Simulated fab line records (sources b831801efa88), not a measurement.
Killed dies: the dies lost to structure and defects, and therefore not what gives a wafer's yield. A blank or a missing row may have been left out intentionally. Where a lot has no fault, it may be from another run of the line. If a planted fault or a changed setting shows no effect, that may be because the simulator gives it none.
Check of tool commonality | flow sky130 | 14 lots, 42 wafers sampled

REASON IT WAS OPENED
Of 14 lots, 2 have the reading VT_ADJUST_PCH_TW flagged at SKY_VT_ADJUST_PCH_TW_MEAS_10. No-fault wafers: 143.1, standard deviation 2.
Rule: a lot gets a flag if all its wafers with a number sit over 4 standard deviations from that mean, or if no wafer of it has a number. All remaining lots are regarded as sound.

lot  | measured     | on            | VT_ADJUST_PCH_TW, wafer by wafer | flag
L468 | day 10 05:17 | film-metro-04 | 143.5 144.0 143.9                |
L469 | day 10 14:35 | film-metro-01 | 140.9 140.3 141.0                |
L470 | day 11 00:53 | film-metro-01 | 140.3 141.0 140.7                |
L471 | day 11 05:06 | film-metro-04 | 145.5 144.2 144.6                |
L473 | day 11 16:59 | film-metro-01 | 141.2 141.1 140.6                |
L474 | day 12 04:50 | film-metro-03 | 144.8 145.6 144.8                |
L475 | day 12 09:14 | film-metro-03 | 145.2 144.5 144.6                |
L476 | day 12 15:56 | film-metro-01 | 140.3 139.8 140.7                |
L477 | day 13 04:09 | film-metro-01 | 140.7 140.4 139.9                |
L479 | day 13 18:50 | film-metro-01 | 139.5 140.2 139.5                |
L483 | day 15 00:26 | film-metro-03 | 30.4 30.5 30.5                   | FLAGGED
L487 | day 16 13:38 | film-metro-03 | 30.2 30.5 30.5                   | FLAGGED
L488 | day 16 22:55 | film-metro-03 | 144.6 144.5 144.6                |
L489 | day 17 06:03 | film-metro-01 | 140.6 139.8 140.5                |
The numbers of the flagged lots are 30.4 on average: -112.7 against the usual, or -56 standard deviations.

WHICH TOOL EACH LOT WENT THROUGH
The record keeps 1 process step preceding the reading, out of 708 steps on the route. Each cell gives the tool, then ch followed by the chambers the sampled wafers passed through, then the start.
lot  | flag    | SKY_VT_ADJUST_PCH_DEVELOP_06
L468 |         | litho-track-02 ch 0, day 10 04:00
L469 |         | litho-track-02 ch 0, day 10 14:00
L470 |         | litho-track-03 ch 0, day 11 00:00
L471 |         | litho-track-04 ch 0, day 11 04:00
L473 |         | litho-track-03 ch 0, day 11 16:00
L474 |         | litho-track-03 ch 0, day 12 04:00
L475 |         | litho-track-02 ch 0, day 12 08:00
L476 |         | litho-track-03 ch 0, day 12 15:00
L477 |         | litho-track-03 ch 0, day 13 03:00
L479 |         | litho-track-02 ch 0, day 13 18:00
L483 | FLAGGED | litho-track-02 ch 0, day 15 00:00
L487 | FLAGGED | litho-track-02 ch 0, day 16 13:00
L488 |         | litho-track-04 ch 0, day 16 22:00
L489 |         | litho-track-04 ch 0, day 17 05:00
What these steps do:
- SKY_VT_ADJUST_PCH_DEVELOP_06: develop time 60 s.
- SKY_VT_ADJUST_PCH_TW_MEAS_10

FLAGGED OVER TOTAL, TOOL BY TOOL (the gauges that took the reading come last)
step                         | tool           | lots run | flagged | share of the flagged lots | sound lots run after its first flagged lot
SKY_VT_ADJUST_PCH_DEVELOP_06 | litho-track-02 | 6        | 2       | all                       | 0
SKY_VT_ADJUST_PCH_DEVELOP_06 | litho-track-03 | 5        | 0       | none                      | -
SKY_VT_ADJUST_PCH_DEVELOP_06 | litho-track-04 | 3        | 0       | none                      | -
SKY_VT_ADJUST_PCH_TW_MEAS_10 | film-metro-01  | 7        | 0       | none                      | -
SKY_VT_ADJUST_PCH_TW_MEAS_10 | film-metro-03  | 5        | 2       | all                       | 1 (L488)
SKY_VT_ADJUST_PCH_TW_MEAS_10 | film-metro-04  | 2        | 0       | none                      | -

WHAT THE TABLE PERMITS
Table rows that saw every flagged lot: 2, namely litho-track-02 at SKY_VT_ADJUST_PCH_DEVELOP_06 and film-metro-03 at SKY_VT_ADJUST_PCH_TW_MEAS_10.
- litho-track-02 at SKY_VT_ADJUST_PCH_DEVELOP_06: 2 of its 6 lots flagged. It ran its last sound lot, L479, at day 13 18:00 and its first flagged lot, L483, at day 15 00:00: a fault with its onset between the two fits.
- film-metro-03 at SKY_VT_ADJUST_PCH_TW_MEAS_10: 2 of its 5 lots flagged. Sound lots followed the first flagged one (L488) on it, something a lasting fault affecting the whole tool could not allow.
Left over: one tool, litho-track-02 at SKY_VT_ADJUST_PCH_DEVELOP_06.

WHAT THE SIMULATOR HAD PUT IN
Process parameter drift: litho-track-02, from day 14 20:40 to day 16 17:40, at SKY_VT_ADJUST_PCH_DEVELOP_06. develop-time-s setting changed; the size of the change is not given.
Lots struck among those shown: L483, L487. The same result came from the rule above.
